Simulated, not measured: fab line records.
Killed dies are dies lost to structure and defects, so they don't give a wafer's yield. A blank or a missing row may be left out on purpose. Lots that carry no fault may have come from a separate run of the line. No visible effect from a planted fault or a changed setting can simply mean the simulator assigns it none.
Matching of chambers ; flow sky130 ; SKY_VIA1_CMP_02 on cmp-01: 4 sister chambers
The step polishes SiO2. 4 wafers are shown with their chamber, then 8 later ones without.

== WAFERS WITH THEIR CHAMBER ==
wafer;chamber;motor current A (A)
L087.5;0;12.8
L088.1;2;10.7
L088.5;3;11.7
L089.2;1;11.9

== WAFERS WHOSE CHAMBER IS MISSING ==
wafer;motor current A (A)
L089.4;12.4
L089.5;11.3
L094.1;12.6
L094.5;12.9
L094.6;13.2
L096.1;11.1
L096.2;13.2
L096.3;11.8

== CHAMBER TAKEN BY EACH ==
wafer;from the rows above;in truth
L089.4;can't be placed: 0 or 1 or 3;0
L089.5;can't be placed: 3 or 1 or 2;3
L094.1;can't be placed: 0 or 1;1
L094.5;0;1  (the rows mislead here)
L094.6;0;0
L096.1;can't be placed: 2 or 3 or 1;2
L096.2;0;0
L096.3;can't be placed: 1 or 3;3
Correctly placed: 2 of 8. From these rows, 5 cannot be placed; in 5 the true chamber is one of the candidates. Placed wrongly: 1.
How it was worked out, from the rows above alone: a wafer's distance from a chamber is the root of the sum, over the readings, of the square of ((its reading less the chamber's mean) divided by the reading's scatter). The wafer belongs to the nearest chamber; if the next one is less than 2 further off, it can't be placed. For every chamber, the mean is computed from those of its wafers that are shown. The scatter: root of mean squared gap, hidden wafer to nearest shown wafer, with one shown wafer a chamber.
